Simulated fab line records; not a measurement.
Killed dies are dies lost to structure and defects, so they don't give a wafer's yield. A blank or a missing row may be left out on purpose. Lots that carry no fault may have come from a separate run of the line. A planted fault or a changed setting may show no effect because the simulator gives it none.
Split-lot study / flow gf180mcu / 23 wafers read from 5 lots, route of 602 steps

THE SPLIT ITSELF
At GF_STI_OXIDATION_29 (stabilise 600 s, purge 300 s, target thk 10 nm), the setting temp_c was moved away from the recipe's 900 C on 15 of the 23 wafers read, by -2.2% to +1.3%. The other wafers ran this setting at the recipe's value.

There is no step in the file separating the split from the reading.

THE READING
At GF_STI_THK_MEAS_30: STI_OXIDATION_02_THK, given in nm. On this fab line, fault-free wafers typically give 9.86 nm with a standard deviation of 0.18 nm.

wafer=L079.1; tool, chamber at the split=-, -; temp_c as run, C=879.8; against the recipe=-2.2%; STI_OXIDATION_02_THK, nm=7.61; against lot-mates on the recipe=no lot-mate on the recipe
wafer=L079.2; tool, chamber at the split=-, -; temp_c as run, C=879.8; against the recipe=-2.2%; STI_OXIDATION_02_THK, nm=7.54; against lot-mates on the recipe=no lot-mate on the recipe
wafer=L079.4; tool, chamber at the split=-, -; temp_c as run, C=879.8; against the recipe=-2.2%; STI_OXIDATION_02_THK, nm=7.63; against lot-mates on the recipe=no lot-mate on the recipe
wafer=L079.5; tool, chamber at the split=-, -; temp_c as run, C=879.8; against the recipe=-2.2%; STI_OXIDATION_02_THK, nm=7.85; against lot-mates on the recipe=no lot-mate on the recipe
wafer=L079.6; tool, chamber at the split=-, -; temp_c as run, C=879.8; against the recipe=-2.2%; STI_OXIDATION_02_THK, nm=7.55; against lot-mates on the recipe=no lot-mate on the recipe
wafer=L082.2; tool, chamber at the split=-, -; temp_c as run, C=911.5; against the recipe=+1.3%; STI_OXIDATION_02_THK, nm=11.20; against lot-mates on the recipe=no lot-mate on the recipe
wafer=L082.3; tool, chamber at the split=-, -; temp_c as run, C=911.5; against the recipe=+1.3%; STI_OXIDATION_02_THK, nm=10.90; against lot-mates on the recipe=no lot-mate on the recipe
wafer=L082.4; tool, chamber at the split=-, -; temp_c as run, C=911.5; against the recipe=+1.3%; STI_OXIDATION_02_THK, nm=10.97; against lot-mates on the recipe=no lot-mate on the recipe
wafer=L082.5; tool, chamber at the split=-, -; temp_c as run, C=911.5; against the recipe=+1.3%; STI_OXIDATION_02_THK, nm=11.10; against lot-mates on the recipe=no lot-mate on the recipe
wafer=L082.6; tool, chamber at the split=-, -; temp_c as run, C=911.5; against the recipe=+1.3%; STI_OXIDATION_02_THK, nm=11.02; against lot-mates on the recipe=no lot-mate on the recipe
wafer=L083.2; tool, chamber at the split=furnace-02, 0; temp_c as run, C=900; against the recipe=recipe; STI_OXIDATION_02_THK, nm=10.01; against lot-mates on the recipe=-
wafer=L083.4; tool, chamber at the split=furnace-02, 0; temp_c as run, C=900; against the recipe=recipe; STI_OXIDATION_02_THK, nm=10.11; against lot-mates on the recipe=-
wafer=L083.5; tool, chamber at the split=furnace-02, 0; temp_c as run, C=900; against the recipe=recipe; STI_OXIDATION_02_THK, nm=9.87; against lot-mates on the recipe=-
wafer=L084.1; tool, chamber at the split=-, -; temp_c as run, C=900; against the recipe=recipe; STI_OXIDATION_02_THK, nm=9.89; against lot-mates on the recipe=-
wafer=L084.2; tool, chamber at the split=-, -; temp_c as run, C=900; against the recipe=recipe; STI_OXIDATION_02_THK, nm=9.89; against lot-mates on the recipe=-
wafer=L084.3; tool, chamber at the split=-, -; temp_c as run, C=900; against the recipe=recipe; STI_OXIDATION_02_THK, nm=9.88; against lot-mates on the recipe=-
wafer=L084.5; tool, chamber at the split=-, -; temp_c as run, C=900; against the recipe=recipe; STI_OXIDATION_02_THK, nm=9.84; against lot-mates on the recipe=-
wafer=L084.6; tool, chamber at the split=-, -; temp_c as run, C=900; against the recipe=recipe; STI_OXIDATION_02_THK, nm=10.02; against lot-mates on the recipe=-
wafer=L085.1; tool, chamber at the split=-, -; temp_c as run, C=884.5; against the recipe=-1.7%; STI_OXIDATION_02_THK, nm=8.42; against lot-mates on the recipe=no lot-mate on the recipe
wafer=L085.2; tool, chamber at the split=-, -; temp_c as run, C=884.5; against the recipe=-1.7%; STI_OXIDATION_02_THK, nm=8.47; against lot-mates on the recipe=no lot-mate on the recipe
wafer=L085.3; tool, chamber at the split=-, -; temp_c as run, C=884.5; against the recipe=-1.7%; STI_OXIDATION_02_THK, nm=8.37; against lot-mates on the recipe=no lot-mate on the recipe
wafer=L085.4; tool, chamber at the split=-, -; temp_c as run, C=884.5; against the recipe=-1.7%; STI_OXIDATION_02_THK, nm=8.46; against lot-mates on the recipe=no lot-mate on the recipe
wafer=L085.6; tool, chamber at the split=-, -; temp_c as run, C=884.5; against the recipe=-1.7%; STI_OXIDATION_02_THK, nm=8.25; against lot-mates on the recipe=no lot-mate on the recipe

FIT RESULTS
A straight line over all 23 wafers: STI_OXIDATION_02_THK changes by +0.946 nm for each +1% of temp_c; r = +0.99; the points scatter about the line by 0.14 nm.
Too few moved wafers have a lot-mate on the recipe to fit a line with each lot's own level taken away.

THE WHOLE CHAIN: every reading that the file lists as answering this split, in the file's order
step=GF_STI_OXIDATION_29; what it does=stabilise 600 s, purge 300 s, target thk 10 nm; reading=SiO2_of_STI_OXIDATION_29.thk_nm (the simulator's own value, which no gauge read); change (the file's fit)=+0.941 nm for each +1% of the setting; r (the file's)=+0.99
step=GF_STI_THK_MEAS_30; what it does=; reading=STI_OXIDATION_02_THK; change (the file's fit)=+0.945 for each +1% of the setting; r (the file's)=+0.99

FILE'S OWN FIT
STI_OXIDATION_02_THK changes by +0.945 nm for each +1% of temp_c, r = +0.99.
